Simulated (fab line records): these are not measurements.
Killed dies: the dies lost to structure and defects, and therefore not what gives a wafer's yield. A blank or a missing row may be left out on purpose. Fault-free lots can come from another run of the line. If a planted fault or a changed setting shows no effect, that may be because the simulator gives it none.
Comparing a struck lot with a sound one ; flow sky130 ; 44 steps out of a route of 708
Sound: the wafers L207.1, L207.2, L207.4. Struck: wafer L201.6 (L201.3, L201.5, from the same lot, were not struck and are left out); the cause is given at the end.
For every step that has rows: the tool of each side, followed by ch and its chambers, followed by its first start. Under that, the readings that differ: sound wafers ; struck wafers ; difference of the means ; sigmas: that difference in standard deviations of wafers without a fault.
alike: readings with means less than 2 such deviations apart, plus words and numbers identical on both sides. not compared: withheld readings, readings lacking a value on some wafer, bounds such as >300 that could conceal the same value, and numbers that have no deviation in the record and whose values overlap.
A row with sigmas, a row that says differs or no value, or rows on one side alone: a step with any of these is where the two part. When numbers do not overlap yet have no deviation, they are printed without sigmas and do not part them. Lack of a reading on every wafer of one side parts them only where that side has two or more wafers.

first, 4 steps without rows for these wafers: SKY_VIA3_CLEAN_18 (cleans in IPA, time 180 s); SKY_VIA3_CLEAN_19 (cleans in O3/DIW); SKY_VIA3_SPUTTER_20 (material TiN, target thk 20 nm, time 80 s); SKY_VIA3_CVD_21 (deposits W, target thk 390 nm, time 117.31 s).
SKY_VIA3_RS_MEAS_22: measures by four-point-probe.
  struck on film-metro-01, day 41 14:02; sound on film-metro-01, day 42 18:35
  alike: VIA3_W_RS
SKY_VIA3_THK_MEAS_23: measures by xrf.
  struck on film-metro-01, day 41 14:08; sound on film-metro-01, day 42 18:42
  alike: VIA3_W_THK
SKY_VIA3_CMP_24: polishes, stops on SiO2, t overpolish 20 s, target thk 0 nm.
  sound on cmp-02 ch 0,1,3, day 42 18:49; struck on cmp-02 ch 1, day 41 14:20
  alike: head-pressure-psi, motor-current-A, overpolish-run-s, time-to-endpoint-s
SKY_METAL4_SPUTTER_00: material Ti, target thk 15 nm, time 10 s.
  struck on pvd-sputter-02, day 41 14:29; sound on pvd-sputter-03, day 42 19:04
  alike: cathode-dc-power-W, throttle-valve-pct
then, 4 steps without rows for these wafers: SKY_METAL4_SPUTTER_01 (material TiN, target thk 20 nm, time 16.7 s); SKY_METAL4_SPUTTER_02 (material AlCu, target thk 735 nm, time 39.1 s); SKY_METAL4_SPUTTER_03 (material Ti, target thk 5 nm, time 3.3 s); SKY_METAL4_SPUTTER_04 (material TiN, target thk 70 nm, time 58.3 s).
SKY_CAP2M_CVD_00: deposits SiO2, target thk 15.5 nm.
  sound on pecvd-04 ch 1,2, day 42 19:13; struck on pecvd-03 ch 1, day 41 14:38
reading;sound;struck;difference;sigmas
model.SiO2_of_CAP2M_CVD_00.thk-nm (nm);15.8 15.53 15.85;14.45;-1.28;
  alike: heater-power-w
SKY_CAP2M_THK_MEAS_01:
  struck on film-metro-04, day 41 14:40; sound on film-metro-04, day 42 19:14
reading;sound;struck;difference;sigmas
CAP2M_CVD_00_THK (nm);15.84 15.52 15.86;14.43;-1.31;-5
SKY_CAP2M_SPUTTER_02: material TiN, target thk 200 nm, time 166.7 s.
  struck on pvd-sputter-01, day 41 14:43; sound on pvd-sputter-01, day 42 19:17
reading;sound;struck;difference;sigmas
cathode-dc-power-W (W);6499.2 6498.9 6500.3;6502.2;+2.7;+2
  alike: throttle-valve-pct
SKY_CAP2M_RS_MEAS_03: measures by four-point-probe.
  struck on film-metro-02, day 41 14:52; sound on film-metro-03, day 42 19:24
  alike: CAP2M_TIN_RS
SKY_CAP2M_THK_MEAS_04: measures by xrf.
  struck on film-metro-02, day 41 14:58; sound on film-metro-03, day 42 19:31
  alike: CAP2M_TIN_THK
then, 7 steps without rows for these wafers: SKY_CAP2M_DEHYDRATE_05 (time 60 s); SKY_CAP2M_HMDS_06 (prime time 60 s); SKY_CAP2M_COAT_07 (resist thk 1140 nm); SKY_CAP2M_SOFTBAKE_08 (time 60 s); SKY_CAP2M_EXPOSE_09 (exposes mask CAP2M, target cd 1000 nm); SKY_CAP2M_PEB_10; SKY_CAP2M_DEVELOP_11 (develop time 60 s).
SKY_CAP2M_OVL_MEAS_12:
  struck on overlay-02, day 42 14:10; sound on overlay-01, day 43 17:28
  alike: CAP2M_OVL
SKY_CAP2M_METAL_ETCH_13: etches TiN in Cl2/BCl3, stops on SiO2, target depth 220 nm, time 62.9 s.
  sound on rie-metal-02 ch 0,1, day 43 17:29; struck on rie-metal-02 ch 0, day 42 14:13
  alike: drypump-motor-current-A, oes-product-au, throttle-valve-pct
  not compared: rf-hours-counter-h
then, 12 steps without rows for these wafers: SKY_CAP2M_STRIP_14 (strips in O2/N2); SKY_CAP2M_STRIP_15 (strips in post etch residue remover, time 1200 s); SKY_CAP2M_CLEAN_16 (cleans in IPA, time 180 s); SKY_CAP2M_CLEAN_17 (cleans in O3/DIW); SKY_METAL4_DEHYDRATE_05 (time 60 s); SKY_METAL4_HMDS_06 (prime time 60 s); SKY_METAL4_COAT_07 (resist thk 60 nm); SKY_METAL4_COAT_08 (resist thk 1140 nm); SKY_METAL4_SOFTBAKE_09 (time 90 s); SKY_METAL4_EXPOSE_10 (exposes mask MM4, target cd 300 nm); SKY_METAL4_PEB_11; SKY_METAL4_DEVELOP_12 (develop time 60 s).
SKY_METAL4_CD_MEAS_13: target cd 300 nm.
  struck on cd-sem-02, day 43 14:29; sound on cd-sem-01, day 44 16:42
  alike: cd-nm
SKY_METAL4_OVL_MEAS_14:
  struck on overlay-02, day 43 14:35; sound on overlay-02, day 44 16:49
  alike: METAL4_OVL
then, 1 step without rows for these wafers: SKY_METAL4_DESCUM_15 (chemistry O2, time 8 s).
SKY_METAL4_ETCH_16: etches BARC in N2/H2, stops on SiO2, time 85.54 s, target depth 60 nm.
  sound on rie-metal-03 ch 0,1, day 44 16:53; struck on rie-metal-04 ch 1, day 43 14:40
  alike: drypump-motor-current-A, oes-product-au, throttle-valve-pct
  not compared: rf-hours-counter-h
SKY_METAL4_ETCH_17: etches SiO2 in C4F8/O2/Ar, stops on TiN, time 3.9 s, target depth 15 nm.
  sound on rie-diel-02 ch 1,3, day 44 16:59; struck on rie-diel-03 ch 1, day 43 14:44
reading;sound;struck;difference;sigmas
oes-product-au (a.u.);0.760 0.747 0.760;0.725;-0.031;-4
model.etch.depth-nm (nm);15.8 15.53 15.85;14.45;-1.28;
-- the record jumps here: 4 days lie between the struck wafers' starts before and after (it left off in module METAL4 and takes up again in module PAD_OPEN, whose first step shown is number 708 of the route) --
SKY_PAD_OPEN_PROBE_99:
  struck on prober-01, day 47 11:23; sound on prober-02, day 48 11:51
reading;sound;struck;difference;sigmas
killed_at_M0_to_M3;47 46 47;30;-17;-2
killed-open;56 55 60;37;-20;-3
model.etest.cap-mim2.bv-v (V);14.25 13.38 13.91;12.81;-1.04;
model.etest.cap-mim2.leak-log10-a-cm2;-8.996 -8.946 -9.074;-8.66;+0.35;
model.etest.cap-mim2.c-ff-um2;2.321 2.341 2.292;2.51;+0.19;
  alike: defect-limited-yield, killed_at_M4_up, killed-at-contacts, killed-at-front-end, killed-at-other, killed-dies, killed-short, sort_bin_3_pad_short, sort_bin_5_function, sort_bin_6_memory, sort-n-pass, sort-yield-pct

WHERE THEY PART
First at SKY_CAP2M_THK_MEAS_01; last, within this record, at SKY_PAD_OPEN_PROBE_99.

WHY: the cause the simulator had injected
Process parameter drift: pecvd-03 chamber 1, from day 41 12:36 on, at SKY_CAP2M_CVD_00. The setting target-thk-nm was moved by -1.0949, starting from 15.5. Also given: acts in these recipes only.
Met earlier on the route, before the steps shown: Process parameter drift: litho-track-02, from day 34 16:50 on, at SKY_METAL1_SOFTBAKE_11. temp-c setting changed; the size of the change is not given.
